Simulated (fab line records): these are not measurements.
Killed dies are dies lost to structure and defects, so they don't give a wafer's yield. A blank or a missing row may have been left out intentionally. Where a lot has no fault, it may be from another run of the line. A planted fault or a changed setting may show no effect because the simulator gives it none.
Which tool was responsible? || flow gf180mcu || 7 lots with 21 wafers sampled at 2 steps, on a route of 602 steps

== WHAT THE GAUGES READ, wafer by wafer ==
GF_V5_RS_MEAS_24: measures by four-point-probe.
{"lot": "L804", "measured": "day 27 20:52", "on": "filmMetro-01", "V5_W_RS (ohm/sq)": "0.326 0.325 0.328"}
{"lot": "L806", "measured": "day 28 16:11", "on": "filmMetro-03", "V5_W_RS (ohm/sq)": "0.319 0.330 0.323"}
{"lot": "L809", "measured": "day 29 11:41", "on": "filmMetro-02", "V5_W_RS (ohm/sq)": "0.332 0.330 0.330"}
{"lot": "L813", "measured": "day 30 15:58", "on": "filmMetro-01", "V5_W_RS (ohm/sq)": "0.320 0.322 0.323"}
{"lot": "L815", "measured": "day 31 06:35", "on": "filmMetro-01", "V5_W_RS (ohm/sq)": "0.329 0.322 0.328"}
{"lot": "L820", "measured": "day 32 10:01", "on": "filmMetro-02", "V5_W_RS (ohm/sq)": "0.322 0.322 0.328"}
{"lot": "L825", "measured": "day 33 11:22", "on": "filmMetro-02", "V5_W_RS (ohm/sq)": "0.333 0.331 0.329"}

== TOOL THAT RAN EACH LOT (tool first, then ch and the chambers of the sampled wafers, then the start) ==
{"lot": "L804", "GF_V5_CVD_02": "pecvd-04 ch 0,2, day 26 22:56"}
{"lot": "L806", "GF_V5_CVD_02": "pecvd-03 ch 0,1,2, day 27 18:38"}
{"lot": "L809", "GF_V5_CVD_02": "pecvd-03 ch 0,1,2, day 28 14:47"}
{"lot": "L813", "GF_V5_CVD_02": "pecvd-04 ch 0,1,2, day 29 20:05"}
{"lot": "L815", "GF_V5_CVD_02": "pecvd-03 ch 0,1, day 30 11:01"}
{"lot": "L820", "GF_V5_CVD_02": "pecvd-01 ch 0,2, day 31 15:29"}
{"lot": "L825", "GF_V5_CVD_02": "pecvd-04 ch 0,2, day 32 18:14"}
- GF_V5_CVD_02: deposits SiO2 from TEOS, target thk 1450 nm, time 163.28 s.

== THE ANSWER, worked out from the rows above alone ==
Rule: the usual values come from the lots themselves. The widest of any qualifying gaps counts: lots, ordered by their means at a reading, are off when they make up no more than a third of the lots, leave a main group of 4 or more, and stand apart from it by 3 or more times the standard deviation of that group's means. A main group is skipped when, at the precision printed for the reading in the tables above, its means are all equal. Also off: a lot with no number at a reading for which 4 or more lots have one. Any other lot the step has rows for is counted as sound.
None of the lots is off at any reading shown; this tells nothing.

== WHAT HAD BEEN PUT IN BY THE SIMULATOR ==
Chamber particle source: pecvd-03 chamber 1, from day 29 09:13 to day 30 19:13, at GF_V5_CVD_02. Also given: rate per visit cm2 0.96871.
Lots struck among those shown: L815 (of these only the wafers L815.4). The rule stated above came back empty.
